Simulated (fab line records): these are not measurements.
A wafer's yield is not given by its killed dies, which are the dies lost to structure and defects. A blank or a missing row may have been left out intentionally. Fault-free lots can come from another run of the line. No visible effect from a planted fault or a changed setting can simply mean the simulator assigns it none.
One fault through the eyes of 2 desks -- flow sky130 -- every desk sees just its own numbers, and what lay behind them comes last

== TOOL OWNER'S DESK, implanter-04 ==
For each lot that ran on this tool, the mean over its sampled wafers that have a number, from the tool's own readings at SKY_LDD_P_IMPLANT_09. A lot is out of limits, marked OUT, if its mean lies more than 4 standard deviations from the usual mean; the brackets give that distance.
Columns: A = beam_on_s at SKY_LDD_P_IMPLANT_09, usual 9.98 s
lot,first seen here,A
L259,day 19 23:19,9.95
L260,day 20 13:58,10.02
L261,day 21 04:58,9.85
L263,day 21 22:05,9.81
L262,day 21 23:38,10.03
L272,day 24 18:19,9.88
L274,day 26 10:27,10.06
L277,day 26 20:42,9.85
Finding of this desk: none of the 8 lots has anything out of limits.

== FROM THE METROLOGY DESK ==
What the gauges read for every lot (on any tool): the sampled wafers with a number, averaged. A lot is out of limits, marked OUT, if its mean lies more than 4 standard deviations from the usual mean; the brackets give that distance.
Columns: A = LDD_P_TW at SKY_LDD_P_TW_MEAS_11, usual 636.2; B = VIA2_W_RS at SKY_VIA2_RS_MEAS_22, usual 0.2711 ohm/sq
lot,first seen here,A,B
L258,day 19 18:01,640.4,0.2729
L259,day 19 23:34,635.4,0.2728
L260,day 20 14:11,638.8,0.2680
L261,day 21 05:13,625.0 (-4.3) OUT,0.2718
L263,day 21 22:19,628.9,0.2706
L262,day 21 23:52,625.4 (-4.2) OUT,0.2736
L272,day 24 18:34,634.7,0.2699
L274,day 26 10:40,639.4,0.2716
L275,day 26 12:04,635.2,0.2698
L276,day 26 16:35,636.0,0.2683
L277,day 26 20:57,635.3,0.2703
L278,day 27 03:30,641.9,0.2717
L279,day 27 08:01,638.6,0.2695
Finding of this desk: L261, L262 out of limits, first seen on L261 at day 21 05:13 (LDD_P_TW at SKY_LDD_P_TW_MEAS_11). In limits: L258, L259, L260, L263, L272, L274, L275, L276, L277, L278, L279.

== BROUGHT TOGETHER ==
The metrology desk could have raised an alarm at day 21 05:13, on L261, L262.
The desk of the tool owner found nothing out of limits.
On record at the tool owner's desk: L261, L262, within its limits.
Every lot named ran SKY_LDD_P_IMPLANT_09 on implanter-04.

== WHAT WAS PUT IN BY THE SIMULATOR ==
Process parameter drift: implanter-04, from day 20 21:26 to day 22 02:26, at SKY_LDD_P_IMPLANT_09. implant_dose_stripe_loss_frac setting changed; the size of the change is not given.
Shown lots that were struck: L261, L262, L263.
Delay in hours, fault start to first out-of-limits reading, per desk: metrology desk 8.
